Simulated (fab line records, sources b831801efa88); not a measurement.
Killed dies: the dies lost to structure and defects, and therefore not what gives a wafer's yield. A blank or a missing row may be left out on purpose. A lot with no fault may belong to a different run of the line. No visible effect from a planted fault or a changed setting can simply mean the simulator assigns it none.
A lot that was struck, set against a sound lot | flow sky130 | 15 out of 708 route steps
Sound: these wafers, L298.2, L298.4, L298.5. Struck: wafer L303.4. (L303.2, L303.3 of the same lot were not struck and are left out.) The cause comes at the end.
Order at every step that has rows: each side's tool, ch and its chambers, its first start. Under that, the readings that differ: sound wafers | struck wafers | difference of the means | sigmas: that difference in standard deviations of wafers without a fault.
alike: a reading whose means differ by less than 2 such deviations, as well as words and numbers matching on both sides. not compared: withheld readings; readings where some wafer has no value; bounds like >300 that might hide an equal value; numbers whose values overlap and for which the record gives no deviation.
A row with sigmas, a row that says differs or no value, or rows on one side alone: a step with any of these is where the two part. Numbers that don't overlap but have no deviation are shown without sigmas and don't part them. Lack of a reading on every wafer of one side parts them only where that side has two or more wafers.

SKY_LOCAL_INTERCONNECT_CD_MEAS_11: the cd target is 170 nm.
  sound: cdSem-01 at day 32 06:02; struck: cdSem-01 at day 32 19:19
reading   | sound             | struck | difference | sigmas
cdNm (nm) | 174.1 172.5 171.6 | 166.7  | -6.0       | -3
SKY_LOCAL_INTERCONNECT_OVL_MEAS_12:
  sound: overlay-02 at day 32 06:08; struck: overlay-01 at day 32 19:25
  alike: LOCAL_INTERCONNECT_OVL
SKY_LOCAL_INTERCONNECT_ETCH_13: etches BARC in N2/H2, stops on SiO2, time 45.9 s, target depth 60 nm.
  sound on rieMetal-02 ch 1, day 32 06:11; struck on rieMetal-01 ch 0, day 32 19:27
  alike: drypumpMotorCurrentA, oesProductAu, throttleValvePct
  not compared: rfHoursCounterH
SKY_LOCAL_INTERCONNECT_METAL_ETCH_14: etches TiN in Cl2/BCl3, stops on PSG, target depth 110 nm, time 31.4 s.
  sound on rieMetal-02 ch 1, day 32 06:19; struck on rieMetal-01 ch 0, day 32 19:31
reading             | sound             | struck | difference | sigmas
oesProductAu (a.u.) | 0.949 0.942 0.938 | 0.927  | -0.016     | -2
  alike: drypumpMotorCurrentA, mfcCl2Sccm, throttleValvePct
  not compared: rfHoursCounterH
SKY_LOCAL_INTERCONNECT_STRIP_15: strips in O2/N2.
  sound on plasmaAsher-02 ch 0, day 32 06:23; struck on plasmaAsher-03 ch 1, day 32 19:34
  alike: drypumpMotorCurrentA, oesProductAu, stripTimeToEndpointS
  not compared: rfHoursCounterH
then, 3 steps without rows for these wafers: SKY_LOCAL_INTERCONNECT_STRIP_16 (strips in post etch residue remover, time 1200 s); SKY_LOCAL_INTERCONNECT_CLEAN_17 (cleans in IPA, time 180 s); SKY_LOCAL_INTERCONNECT_CLEAN_18 (cleans in O3/DIW).
SKY_CONTACT_CVD_00: deposits Si3N4, target thk 75 nm.
  sound on pecvd-02 ch 0,1, day 32 06:59; struck on pecvd-01 ch 1, day 32 20:10
  alike: heaterPowerOuterW, heaterPowerW
SKY_CONTACT_THK_MEAS_01:
  sound: filmMetro-01 at day 32 07:02; struck: filmMetro-01 at day 32 20:12
  alike: CONTACT_CVD_00_THK
then, 1 step without rows for these wafers: SKY_CONTACT_HDPCVD_02 (deposits SiO2, target thk 565 nm, time 94.2 s).
SKY_CONTACT_THK_MEAS_03:
  sound: filmMetro-03 at day 32 07:10; struck: filmMetro-01 at day 32 20:20
  alike: CONTACT_HDPCVD_THK
SKY_CONTACT_CMP_04: polishes SiO2.
  sound on cmp-02 ch 0,1,3, day 32 07:13; struck on cmp-01 ch 1, day 32 20:35
reading               | sound             | struck | difference | sigmas
headPressurePsi (psi) | 4.017 4.001 4.001 | 3.066  | -0.940     | -99 or more
slurryFlowMlMin       | 150.3 149.9 150.8 | 149.4  | -0.9       | -2
timeToEndpointS (s)   | 87 87 85          | 110    | +24        | +7
  alike: motorCurrentA
SKY_CONTACT_BOW_MEAS_05:
  sound: filmMetro-04 at day 32 07:32; struck: filmMetro-04 at day 32 20:55
reading          | sound    | struck | difference | sigmas
CONTACT_BOW (um) | 81 72 99 | 71     | -13        | -2
-- the record jumps here: 15 days lie between the struck wafers' starts before and after (it left off in module CONTACT and takes up again in module PAD_OPEN, whose first step shown is number 708 of the route) --
SKY_PAD_OPEN_PROBE_99:
  sound: prober-02 at day 47 01:52; struck: prober-01 at day 47 14:29
  alike: killed_at_M0_to_M3, killed_at_M4_up, killedAtContacts, killedAtFrontEnd, killedAtOther, killedDies, killedOpen, killedShort

WHERE THEY PART
Last at SKY_CONTACT_BOW_MEAS_05 as far as this record goes, first at SKY_LOCAL_INTERCONNECT_CD_MEAS_11. Later steps at which nothing parts them and some readings are alike: SKY_PAD_OPEN_PROBE_99.

WHY: whatever the simulator had introduced
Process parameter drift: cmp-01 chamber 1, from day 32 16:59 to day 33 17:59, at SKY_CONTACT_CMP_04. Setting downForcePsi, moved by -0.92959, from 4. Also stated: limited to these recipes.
